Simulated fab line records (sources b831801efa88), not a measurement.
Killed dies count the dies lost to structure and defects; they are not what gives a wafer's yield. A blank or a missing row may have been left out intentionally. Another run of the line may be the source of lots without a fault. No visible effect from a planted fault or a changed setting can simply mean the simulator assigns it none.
A struck lot beside a sound one || flow sky130 || 15 steps out of a route of 708
Sound: the wafers L724.1, L724.3, L724.6. The struck wafers were L729.2, L729.4, L729.6. At the end, the cause is stated.
Each step with rows lists, per side, the tool, then ch with its chambers, then its first start. Under that, the readings that differ: sound wafers || struck wafers || difference of the means || sigmas: that difference in standard deviations of wafers without a fault.
alike: readings whose means differ by less than 2 such deviations, and words and numbers that are the same on both sides. not compared: withheld readings, readings that some wafer has no value for, bounds like >300 that may hide the same value, and numbers for which the record gives no deviation and whose values overlap.
Wherever a step has rows on one side only, a row that says differs or no value, or a row with sigmas, the two part there. Numbers that have no deviation but don't overlap get no sigmas and don't part them. A reading missing from all wafers of one side parts the sides only when that side holds two or more wafers.

SKY_VT_ADJUST_PCH_STRIP_09: strips in O2/N2.
  sound on plasma_asher-02 ch 0,1, day 13 02:05; struck on plasma_asher-04 ch 0,1, day 14 14:28
  alike: drypump_motor_current_A, oes_product_au, strip_time_to_endpoint_s
  not compared: rf_hours_counter_h
SKY_VT_ADJUST_PCH_TW_MEAS_10:
  struck on film_metro-04, day 14 14:34; sound on film_metro-03, day 13 02:11
  alike: VT_ADJUST_PCH_TW
then, 7 steps without rows for these wafers: SKY_SONOS_TUNNEL_DEHYDRATE_00 (time 60 s); SKY_SONOS_TUNNEL_HMDS_01 (prime time 60 s); SKY_SONOS_TUNNEL_COAT_02 (resist thk 1140 nm); SKY_SONOS_TUNNEL_SOFTBAKE_03 (time 60 s); SKY_SONOS_TUNNEL_EXPOSE_04 (exposes mask TUNM, target cd 410 nm); SKY_SONOS_TUNNEL_PEB_05; SKY_SONOS_TUNNEL_DEVELOP_06 (develop time 60 s).
SKY_SONOS_TUNNEL_CD_MEAS_07: the cd target is 410 nm.
  struck on cd_sem-02, day 15 15:06; sound on cd_sem-01, day 14 01:58
  alike: cd_nm
SKY_SONOS_TUNNEL_OVL_MEAS_08:
  struck on overlay-01, day 15 15:12; sound on overlay-01, day 14 02:05
  alike: SONOS_TUNNEL_OVL
after that, 1 step had no rows for these wafers: SKY_SONOS_TUNNEL_IMPLANT_09.
SKY_SONOS_TUNNEL_WET_ETCH_10: etches SiO2 in dHF, target depth 14 nm, time 280 s.
  sound on wet_bench-01 ch 0, day 14 02:16; struck on wet_bench-01 ch 1, day 15 15:23
{"reading": "run_length_s (s)", "sound": "305 305 305", "struck": "157 157 157", "difference": -148, "sigmas": -40}
then, 1 step without rows for these wafers: SKY_SONOS_TUNNEL_STRIP_11 (strips in SPM, time 600 s).
-- here the record skips 33 days between the struck wafers' starts before and after, leaving off in module SONOS_TUNNEL and picking up in module PAD_OPEN (first step shown: number 708 of the route) --
SKY_PAD_OPEN_PROBE_99:
  struck on prober-01, day 49 01:53; sound on prober-01, day 47 22:20
{"reading": "model.etest.sonos_erased.drive_ua_um", "sound": "156.1 176.8 158.9", "struck": "19.33 51.24 20.2", "difference": -133.68, "sigmas": ""}
{"reading": "model.etest.sonos_uncharged.r_on_ohm_um", "sound": "810.3 809.1 831.4", "struck": "839.3 844.8 854.2", "difference": "+29.2", "sigmas": ""}
{"reading": "model.etest.sonos_erased.vt_v (V)", "sound": "-2.179 -2.19 -2.157", "struck": "-0.3491 -0.8385 -0.3899", "difference": "+1.6495", "sigmas": ""}
{"reading": "model.etest.sonos_programmed.off_log10_a_um", "sound": "-14 -14.06 -13.98", "struck": "-13.59 -13.67 -13.2", "difference": "+0.53", "sigmas": ""}
{"reading": "model.etest.cap_ono.gate_log10_a_cm2", "sound": "-8.058 -8.036 -8.086", "struck": "-9.064 -8.859 -9.241", "difference": -0.995, "sigmas": ""}
{"reading": "model.etest.cap_ono.tox_acc_nm (nm)", "sound": "13 13.01 13.04", "struck": "13.78 13.65 13.85", "difference": "+0.74", "sigmas": ""}
{"reading": "model.etest.sonos_programmed.vt_v (V)", "sound": "1.456 1.422 1.369", "struck": "1.034 1.079 0.9323", "difference": -0.401, "sigmas": ""}
  not compared: model.etest.cap_ono.gate_bv_v

== WHERE THEY PART ==
Within this record, at SKY_SONOS_TUNNEL_WET_ETCH_10 only.

WHY: what had been put in by the simulator
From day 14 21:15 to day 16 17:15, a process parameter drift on wet_bench-01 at SKY_SONOS_TUNNEL_WET_ETCH_10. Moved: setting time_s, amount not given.
